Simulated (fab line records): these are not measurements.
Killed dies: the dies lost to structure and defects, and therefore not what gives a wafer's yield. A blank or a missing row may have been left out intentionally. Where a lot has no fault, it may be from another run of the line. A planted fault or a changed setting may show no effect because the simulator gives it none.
Problem report, 8D (eight disciplines) form, completed by code    flow gf180mcu    the parts of the form that need people (team, actions taken, sign-off) are left out

1. WHAT WENT WRONG
HV_LDD_RS at GF_HV_LDD_RS_MEAS_53 reads a mean of 412.2 ohm/sq on 6 wafers of 2 lots; wafers without a fault read 418.9 ohm/sq with a standard deviation of 0.96. Relative to the usual mean, that is a shift of -7.0 standard deviations.
The step: measures by four-point-probe.
First seen on wafer L484.1, day 16 07:10, on film metro-01. Wafers with a number at this step in the record: 36, from 12 lots. Rule for "out" (also "out of limits"): further than 4 standard deviations from the usual mean. The other wafers with a number count as sound.

2. WHAT IT IS AND WHAT IT IS NOT
question                     is                            is not
which readings at this step  HV_LDD_RS                     -
which lots                   L484, L485                    L472, L473, L474, L475, L477, L481, L489, L493, L494, L495
which wafers of those lots   all that have a number        -
read on which gauges         film metro-01, film metro-02  film metro-04
when                         from day 16 07:10             up to then (18 sound wafers); but 12 sound wafers of L489, L493, L494, L495 came after

3. WHAT RULES OUT EACH SUSPECT
Counting: a tool stays on the suspect list if, at a process step up to the reading, it processed all lots that are out and no sound lot following the first of them.
- the gauge at GF_HV_LDD_RS_MEAS_53: ruled out. 2 gauges (film metro-01, film metro-02) read the wafers that are out.
- implanter-04 at GF_HV_LDD_IMPLANT_36: ruled out as a lasting fault. Sound lots L493, L495 ran on it after its first lot that is out, L484 (day 15 08:44).
Left after counting: nothing in the record.

4. THE CAUSE (what the simulator had put in)
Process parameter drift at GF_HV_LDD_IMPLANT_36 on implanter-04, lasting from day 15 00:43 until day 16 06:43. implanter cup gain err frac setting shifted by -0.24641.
Counting ruled it out, wrongly: the rule takes a fault to strike every lot that its tool runs from its start on, and this one did not.

5. THE CHAIN OF EFFECTS, in route order
Rows list readings where the struck wafers' mean (over those with a number) sits beyond 3 standard deviations from the usual. Scope: only readings with a usual standard deviation given in the record; hours: median across lots of the time from each lot's start at the first step in this table that gives one to its start at this step; sigmas: change in usual standard deviations.
hours  step                  reading             usual         on struck wafers  change  sigmas
0      GF_HV_LDD_IMPLANT_36  beam on s           10.00 s       13.12             +3.12   +14
0      GF_HV_LDD_IMPLANT_36  faraday current uA  42.3          32.2              -10.1   -11
23     GF_HV_LDD_RS_MEAS_53  HV_LDD_RS           418.9 ohm/sq  412.2             -6.7    -7.0
It contains these process steps:
- GF_HV_LDD_IMPLANT_36

6. HOW IT WOULD HAVE BEEN CAUGHT EARLIER
In this record the first reading out of limits at a measuring or inspecting step was taken at day 16 07:10, 30 hours after the fault began at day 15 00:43.
The tool's own readings at GF_HV_LDD_IMPLANT_36 were out on every struck wafer that the step has a row for (beam on s, faraday current uA): an alarm limit on them would have fired on the first of those.
